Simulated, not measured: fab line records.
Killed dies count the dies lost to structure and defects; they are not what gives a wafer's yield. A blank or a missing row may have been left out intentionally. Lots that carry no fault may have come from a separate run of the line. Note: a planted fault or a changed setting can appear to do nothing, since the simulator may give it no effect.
Comparing a struck lot with a sound one | flow gf180mcu | 15 steps out of a route of 602
Sound: the wafers L952.2, L952.4, L952.6. Struck: wafers L959.1, L959.4, L959.5. The cause comes at the end.
At each step with rows: each side's tool, then ch and its chambers, then its first start. Under that, the readings that differ: sound wafers | struck wafers | difference of the means | sigmas: that difference in standard deviations of wafers without a fault.
alike: same words and numbers on both sides, and readings whose means sit less than 2 such deviations apart. not compared: any withheld reading, any reading some wafer has no value for, any bound like >300 that may hide the same value, and any number with overlapping values for which the record gives no deviation.
The two part at a step that has a row with sigmas, a row that says differs or no value, or rows on one side only. When numbers do not overlap yet have no deviation, they are printed without sigmas and do not part them. Lack of a reading on every wafer of one side parts them only where that side has two or more wafers.

GF_V3_CD_MEAS_14: target cd 260 nm.
  sound: cd_sem-01 at day 23 04:59; struck: cd_sem-01 at day 25 21:22
  alike: cd_nm
GF_V3_OVL_MEAS_15:
  sound: overlay-01 at day 23 05:05; struck: overlay-01 at day 25 21:29
  alike: V3_OVL
GF_V3_ETCH_16: etches BARC in N2/H2.
  sound on rie_diel-02 ch 0,1,3, day 23 05:07; struck on rie_diel-01 ch 0,1,2, day 25 21:31
  alike: drypump_motor_current_A, h2_flow_sccm, n2_flow_sccm, oes_product_au, rf_fwd_power_W, throttle_valve_pct
GF_V3_ETCH_17: etches SiO2 in C4F8/O2/Ar, stops on TiN, target depth 635 nm.
  sound: rie_diel-02 ch 0,1,3; struck: rie_diel-01 ch 0,1,2
  alike: oes_product_au, rf_fwd_power_W
GF_V3_STRIP_18: strips in O2/N2.
  sound on plasma_asher-01 ch 0, day 23 05:14; struck on plasma_asher-02 ch 0,1, day 25 21:38
  alike: drypump_motor_current_A, heater_power_w, n2_flow_sccm, oes_product_au
  not compared: rf_hours_counter_h
then, 3 steps without rows for these wafers: GF_V3_STRIP_19 (strips in post etch residue remover, time 1200 s); GF_V3_CLEAN_20 (cleans in DIW); GF_V3_SPUTTER_21 (material Ti, target thk 15 nm, time 80.02 s).
GF_V3_SPUTTER_22: material TiN, target thk 10 nm, time 40 s.
  sound: pvd_sputter-03 at day 23 05:51; struck: pvd_sputter-03 at day 25 22:14
  alike: throttle_valve_pct
GF_V3_CVD_23: deposits W, target thk 350 nm, time 104.9 s.
  sound on cvd_w-01 ch 0, day 23 05:55; struck on cvd_w-02 ch 1, day 25 22:17
  reading            | sound       | struck      | difference | sigmas
  heater_power_w (W) | 838 873 817 | 997 974 997 | +147       | +3
  alike: chamber_pressure_Torr
GF_V3_RS_MEAS_24: uses a four-point probe to measure.
  sound: film_metro-02 at day 23 06:02; struck: film_metro-01 at day 25 22:23
  reading          | sound             | struck            | difference | sigmas
  V3_W_RS (ohm/sq) | 0.330 0.329 0.331 | 0.319 0.325 0.320 | -0.009     | -2
GF_V3_THK_MEAS_25: measures by xrf.
  sound: film_metro-02 at day 23 06:09; struck: film_metro-01 at day 25 22:31
  alike: V3_W_THK
GF_V3_CMP_26: polishes, stops on SiO2, t overpolish 15 s, target thk 0 nm.
  sound on cmp-02 ch 0,1,3, day 23 06:18; struck on cmp-02 ch 0,3, day 25 22:34
  reading              | sound                | struck               | difference | sigmas
  overpolish_run_s (s) | 14.990 14.991 15.003 | 16.040 16.041 16.034 | +1.044     | +99 or more
  t_overpolish_s (s)   | 15 15 15             | 16.039 16.039 16.039 | +1.039     |
  alike: motor_current_A, slurry_flow_ml_min, time_to_endpoint_s
then, 2 steps without rows for these wafers: GF_M4_SPUTTER_00 (material Ti, target thk 37.5 nm, time 150 s); GF_PASSIVATION_PROBE_99.

== WHERE THEY PART ==
At GF_V3_CVD_23 first; at GF_V3_CMP_26 last (within this record only).

WHY: what the simulator had put in
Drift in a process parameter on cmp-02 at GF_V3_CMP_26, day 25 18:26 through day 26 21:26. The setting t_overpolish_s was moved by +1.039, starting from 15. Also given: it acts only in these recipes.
